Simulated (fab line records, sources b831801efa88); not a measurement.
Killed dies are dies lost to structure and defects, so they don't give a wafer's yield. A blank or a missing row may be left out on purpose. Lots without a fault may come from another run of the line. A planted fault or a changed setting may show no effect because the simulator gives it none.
Which tool did it? | flow gf180mcu | 13 lots, 39 wafers sampled, at 2 steps of a route of 602

WHAT THE GAUGES READ, wafer by wafer
GF_VT_IMPLANT_OVL_MEAS_07. Usual: VT_IMPLANT_OVL -0.6 nm, standard deviation 1.5.
lot  | measured     | on         | VT_IMPLANT_OVL (nm) | flag
L336 | day 5 16:50  | overlay-01 | -0.9 -2.9 -1.6      |
L339 | day 6 08:53  | overlay-02 | -4.1 -1.0 -3.3      |
L340 | day 6 14:47  | overlay-02 | -0.4 -0.7 -0.2      |
L341 | day 6 19:55  | overlay-01 | -0.7 0.7 0.7        |
L342 | day 7 03:43  | overlay-01 | -1.0 0.7 -1.6       |
L344 | day 7 16:55  | overlay-01 | -2.5 -2.8 -0.8      |
L346 | day 8 05:37  | overlay-02 | 1.3 1.8 3.1         |
L347 | day 8 10:36  | overlay-01 | -0.4 -1.5 0.4       |
L350 | day 9 05:40  | overlay-01 | 0.3 0.3 0.9         |
L352 | day 9 18:14  | overlay-02 | 0.1 -1.2 -1.4       |
L354 | day 10 09:37 | overlay-02 | 0.6 0.2 -1.0        |
L355 | day 10 14:44 | overlay-02 | -3.5 0.6 -1.7       |
L357 | day 11 03:04 | overlay-02 | 1.1 2.4 2.0         |

WHICH TOOL RAN EACH LOT (tool, then ch and the chambers of the sampled wafers, then the start)
lot  | GF_MVPSD_STRIP_10
L336 | plasma_asher-01 ch 0,1, day 5 03:27
L339 | plasma_asher-04 ch 0,1, day 5 18:54
L340 | plasma_asher-04 ch 0,1, day 5 23:47
L341 | plasma_asher-03 ch 0,1, day 6 05:09
L342 | plasma_asher-04 ch 0,1, day 6 11:59
L344 | plasma_asher-01 ch 0,1, day 7 01:36
L346 | plasma_asher-04 ch 0, day 7 13:27
L347 | plasma_asher-04 ch 0,1, day 7 18:41
L350 | plasma_asher-04 ch 0, day 8 12:48
L352 | plasma_asher-04 ch 0,1, day 9 00:39
L354 | plasma_asher-01 ch 0,1, day 9 15:33
L355 | plasma_asher-03 ch 0,1, day 9 21:29
L357 | plasma_asher-03 ch 0,1, day 10 09:00
- GF_MVPSD_STRIP_10: strips in O2/N2.

WHAT THE TOOLS THEMSELVES READ (means of the sampled wafers that have a number; where no wafer has one, the mark that the record gives instead)
GF_MVPSD_STRIP_10. Usual: drypump_motor_current_A 5.8 A, standard deviation 0.41; heater_power_w 332 W, standard deviation 19; oes_product_au 0.722 a.u., standard deviation 0.0043; platen_temp_c 249.99 C, standard deviation 0.18; strip_time_to_endpoint_s 36.94 s, standard deviation 0.078.
lot  | tool            | drypump_motor_current_A (A) | heater_power_w (W) | oes_product_au (a.u.) | platen_temp_c (C) | strip_time_to_endpoint_s (s) | flag
L336 | plasma_asher-01 | 5.9                         | 332                | 0.718                 | 249.93            | 37.00                        |
L339 | plasma_asher-04 | 6.0                         | 339                | 0.718                 | 249.98            | 36.94                        |
L340 | plasma_asher-04 | 5.6                         | 335                | 0.720                 | 249.94            | 37.07                        |
L341 | plasma_asher-03 | 5.7                         | 335                | 0.723                 | 249.83            | 37.01                        |
L342 | plasma_asher-04 | 5.6                         | 338                | 0.721                 | 249.97            | 36.97                        |
L344 | plasma_asher-01 | 5.7                         | 314                | 0.720                 | 250.09            | 36.91                        |
L346 | plasma_asher-04 | 6.2                         | 340                | 0.727                 | 249.67            | 36.89                        |
L347 | plasma_asher-04 | 5.9                         | 337                | 0.717                 | 249.82            | 37.01                        |
L350 | plasma_asher-04 | 6.3                         | 341                | 0.722                 | 249.85            | 36.90                        |
L352 | plasma_asher-04 | 5.6                         | 329                | 0.722                 | 249.91            | 36.87                        |
L354 | plasma_asher-01 | 5.7                         | 317                | 0.722                 | 250.15            | 36.99                        |
L355 | plasma_asher-03 | 5.7                         | 333                | 0.722                 | 249.93            | 36.87                        |
L357 | plasma_asher-03 | 5.7                         | 337                | 0.722                 | 250.18            | 36.89                        |

THE ANSWER, worked out from the rows above alone
Rule: a lot is off if the mean of its wafers that have a number lies more than 3 standard deviations from the usual mean. A lot without any number at a reading at which 4 lots or more have one is off too. The other lots that the step has rows for count as sound. The gauges are gone through in route order, then the tools' own readings, and for those a lot's mean is taken as printed above. The first step at which some lot is off is used, and at that step the reading that is off furthest; a lot without a number counts as furthest.
No lot is off at any reading shown: from this, nothing can be told.

WHAT THE SIMULATOR HAD PUT IN
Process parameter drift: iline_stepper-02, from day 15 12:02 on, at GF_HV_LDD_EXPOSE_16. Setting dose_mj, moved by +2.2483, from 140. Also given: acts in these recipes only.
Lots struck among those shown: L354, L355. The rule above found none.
